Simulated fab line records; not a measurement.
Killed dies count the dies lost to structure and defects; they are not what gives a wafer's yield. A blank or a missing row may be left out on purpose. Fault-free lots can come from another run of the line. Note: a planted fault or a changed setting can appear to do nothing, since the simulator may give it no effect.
2 desks, one fault    flow gf180mcu    numbers are kept per desk, each desk with only its own; the story behind them comes last

== THE TOOL OWNER'S DESK: implanter-04 ==
The tool's own readings at GF_HV_LDD_IMPLANT_09: means of the sampled wafers that have a number, for each lot that ran on this tool. The brackets show how far a lot's mean lies from the usual mean; more than 4 standard deviations puts the lot out of limits, marked OUT.
Columns: A = beam energy keV at GF_HV_LDD_IMPLANT_09, usual 40.002
lot   first seen here  A
L107  day 11 06:01     40.000
L112  day 12 21:08     47.081 (+99 or more) OUT
L113  day 13 04:44     47.074 (+99 or more) OUT
L122  day 15 19:49     39.995
L123  day 16 04:59     40.005
This desk's verdict: out of limits on L112, L113, starting with L112 at day 12 21:08 (beam energy keV at GF_HV_LDD_IMPLANT_09). L107, L122, L123: within limits.

== THE METROLOGY DESK ==
What the gauges read, lot by lot, whatever tool the lot ran on: means of the sampled wafers that have a number. The brackets show how far a lot's mean lies from the usual mean; more than 4 standard deviations puts the lot out of limits, marked OUT.
Columns: A = NWELL_TW at GF_NWELL_TW_MEAS_11, usual 1593; B = HV_LDD_TW at GF_HV_LDD_TW_MEAS_11, usual 2426; C = HV_LDD_RS at GF_HV_LDD_RS_MEAS_53, usual 417.8 ohm/sq; D = CONTACT_BOW at GF_CONTACT_BOW_MEAS_05, usual 65 um
lot   first seen here  A     B     C      D
L105  day 3 17:45      1576  2402  417.7  63
L107  day 4 06:23      1587  2408  417.0  62
L108  day 4 11:50      1585  2464  418.8  74
L109  day 4 16:29      1586  2415  416.5  64
L110  day 4 22:39      1588  2409  416.7  67
L112  day 5 10:47      1603  2520  414.2  59
L113  day 5 17:31      1596  2522  414.1  62
L114  day 5 20:46      1605  2468  418.2  66
L121  day 7 09:40      1594  2458  420.0  64
L122  day 7 14:56      1604  2416  419.0  73
L123  day 7 20:13      1581  2460  416.9  59
L124  day 8 02:49      1609  2407  418.4  64
L125  day 8 06:26      1611  2415  418.6  66
This desk's verdict: no lot among the 13 shows anything out of limits.

== ALL TOGETHER ==
At day 12 21:08, on L112, L113, the tool owner's desk was in a position to raise an alarm.
At the metrology desk, nothing out of limits was observed.
The metrology desk holds a record of L112, L113, inside its limits.
All the named lots went through GF_HV_LDD_IMPLANT_09 on implanter-04.

== WHAT THE SIMULATOR PUT IN ==
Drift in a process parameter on implanter-04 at GF_HV_LDD_IMPLANT_09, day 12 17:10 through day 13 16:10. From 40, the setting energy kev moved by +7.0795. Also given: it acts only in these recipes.
Lots struck among those shown: L112, L113.
How many hours passed from the start of the fault until each desk's first out-of-limits reading: the tool owner's desk, 4.
